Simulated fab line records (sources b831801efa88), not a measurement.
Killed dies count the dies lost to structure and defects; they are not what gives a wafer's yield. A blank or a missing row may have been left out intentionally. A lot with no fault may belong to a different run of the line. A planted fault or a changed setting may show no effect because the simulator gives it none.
Split-lot trial | flow sfq line | 5 lots, 23 wafers read, on a route of 325 steps

## THE SPLIT
At SFQ_TRILAYER_M5_LITHO_PEB_126 (peb time 60 s), the setting peb time s was moved away from the recipe's 60 s on 10 of the 23 wafers read, by -12.0% to +11.4%. All remaining wafers had this setting at the recipe value.

## FROM THE SPLIT ON TO THE READING: in between, the file shows 1 step
- SFQ_TRILAYER_M5_LITHO_DEVELOP_125: time 60 s

## THE READING
M5.cd nm (the simulator's own value, which no gauge read), in nm, at SFQ_TRILAYER_M5_BARC_OPEN_METAL_ETCH_161 (etches BARC in O2, target depth 125 nm, time 41.7 s). The file does not state a usual value for it. Here, 13 wafers ran the recipe; their average is 700.2 nm with a standard deviation of 1.7 nm.

wafer  | tool, chamber at the split | peb time s as run, s | against the recipe | M5.cd nm, nm | against lot-mates on the recipe
L074.1 | litho track-03, 0          | 60                   | recipe             | 702.1        | -
L074.2 | litho track-03, 0          | 57.73                | -3.8%              | 706.9        | +5.4
L074.4 | litho track-03, 0          | 57.73                | -3.8%              | 707.5        | +6.0
L074.5 | litho track-03, 0          | 60                   | recipe             | 700.7        | -
L074.6 | litho track-03, 0          | 60                   | recipe             | 701.6        | -
L075.1 | litho track-03, 0          | 53.66                | -10.6%             | 717.6        | +17.0
L075.2 | litho track-03, 0          | 53.66                | -10.6%             | 716.6        | +16.0
L075.3 | litho track-03, 0          | 60                   | recipe             | 701.2        | -
L075.4 | litho track-03, 0          | 53.66                | -10.6%             | 718.1        | +17.5
L075.6 | litho track-03, 0          | 60                   | recipe             | 700          | -
L080.1 | litho track-03, 0          | 52.78                | -12.0%             | 717.5        | +18.4
L080.2 | litho track-03, 0          | 60                   | recipe             | 699.6        | -
L080.4 | litho track-03, 0          | 60                   | recipe             | 699.1        | -
L080.5 | litho track-03, 0          | 52.78                | -12.0%             | 718.2        | +19.1
L080.6 | litho track-03, 0          | 60                   | recipe             | 698.7        | -
L083.3 | litho track-02, 0          | 60                   | recipe             | 698.4        | -
L083.4 | litho track-02, 0          | 60                   | recipe             | 699.1        | -
L083.6 | litho track-02, 0          | 60                   | recipe             | 697.3        | -
L085.2 | litho track-03, 0          | 66.82                | +11.4%             | 686.7        | -16.0
L085.3 | litho track-03, 0          | 66.82                | +11.4%             | 688          | -14.7
L085.4 | litho track-03, 0          | 66.82                | +11.4%             | 685.8        | -16.9
L085.5 | litho track-03, 0          | 60                   | recipe             | 703.3        | -
L085.6 | litho track-03, 0          | 60                   | recipe             | 702.1        | -

THE FIT
A straight line over all 23 wafers: M5.cd nm changes by -1.4 nm for each +1% of peb time s; r = -0.98; the points scatter about the line by 1.8 nm.
The same after taking each lot's own level away (the mean of its wafers on the recipe; 23 wafers): -1.5 nm for each +1%; r = -1.00; scatter 0.81 nm.
On that fit, the largest move of peb time s shifts the reading by 18 nm.
The span of the lots' own levels, 698.27 to 702.70 nm, comes to 2.6 times the standard deviation stated above.
The two slopes are in agreement: the lot-to-lot level therefore moves the slope only a little.
Check: with one of the wafers moved furthest among these (-12.0%) left out of the fit, the line predicts +18.4 nm for it against its lot-mates. It came out at +18.4 nm against them.

## OTHER SPLITS ON THESE WAFERS
These wafers also went through other splits before the reading. Each is held against what the fit with the lots' levels taken away leaves over:
other split on the same wafers                    | wafers away from the commonest value | r with M5.cd nm (lot level and that fit taken away)
SFQ_TRILAYER_M4_DEP_SPUTTER_091 power w           | 6                                    | -0.10
SFQ_TRILAYER_M4_LITHO_PEB_096 peb time s          | 9                                    | -0.18
SFQ_TRILAYER_I4_VIA_LITHO_COAT_103 spin rpm       | 4                                    | -0.03
SFQ_TRILAYER_I4_VIA_BARC_OPEN_VIA_ETCH_146 time s | 11                                   | +0.16
SFQ_TRILAYER_JJ_TRILAYER_DEP_SPUTTER_110 time s   | 10                                   | -0.07
SFQ_TRILAYER_JJ_CE_LITHO_COAT_119 spin rpm        | 11                                   | +0.10
SFQ_TRILAYER_M5_LITHO_COAT_128 resist thk nm      | 12                                   | +0.24

## THE FILE'S OWN FIT
M5.cd nm changes by -1.52 nm for each +1% of peb time s, r = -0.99.
